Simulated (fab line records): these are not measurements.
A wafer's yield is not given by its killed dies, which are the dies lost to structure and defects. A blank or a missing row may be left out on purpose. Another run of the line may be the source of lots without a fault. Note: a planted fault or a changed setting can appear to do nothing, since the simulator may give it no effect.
One fault seen from 2 desks | flow gf180mcu | every desk sees just its own numbers, and what lay behind them comes last

## DESK OF THE TOOL OWNER: hdpcvd-01
The tool's own readings at GF_STI_CVD_23 (deposits SiO2, target thk 650 nm, time 108.3 s): means of the sampled wafers that have a number, for each lot that ran on this tool. A lot is out of limits, marked OUT, if its mean lies more than 4 standard deviations from the usual mean; the brackets give that distance.
Columns: A = pressure_mtorr at GF_STI_CVD_23, usual 6.002 mTorr
lot  | first seen here | A
L897 | day 2 14:37     | 6.000
L902 | day 3 17:35     | 6.004
L916 | day 6 15:26     | 6.012
L917 | day 6 20:01     | 6.004
Finding of this desk: none of the 4 lots has anything out of limits.

## FROM THE METROLOGY DESK
What the gauges read for every lot (on any tool): the sampled wafers with a number, averaged. A lot is out of limits, marked OUT, if its mean lies more than 4 standard deviations from the usual mean; the brackets give that distance.
Columns: A = STI_CVD_23_THK at GF_STI_THK_MEAS_24, usual 652 nm
lot  | first seen here | A
L895 | day 2 04:13     | 641
L896 | day 2 09:11     | 646
L897 | day 2 14:43     | 662
L902 | day 3 17:40     | 549 (-16) OUT
L908 | day 5 00:27     | 656
L911 | day 5 14:26     | 651
L916 | day 6 15:34     | 654
L917 | day 6 20:06     | 652
L918 | day 7 08:08     | 644
This desk's result: L902 out of limits, first on L902 (STI_CVD_23_THK at GF_STI_THK_MEAS_24), day 3 17:40. Within limits: L895, L896, L897, L908, L911, L916, L917, L918.

## ALL TOGETHER
Metrology desk: alarm possible at day 3 17:40 on L902.
Nothing out of limits was seen by the tool owner's desk.
On record at the tool owner's desk: L902, within its limits.
GF_STI_CVD_23 was run on hdpcvd-01 by each of the lots named.

## WHAT THE SIMULATOR PUT IN
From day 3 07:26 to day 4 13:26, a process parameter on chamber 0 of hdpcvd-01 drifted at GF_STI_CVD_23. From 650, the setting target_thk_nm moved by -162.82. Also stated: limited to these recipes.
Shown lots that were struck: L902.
Hours from the fault's start to each desk's first reading out of limits: the metrology desk, 10.
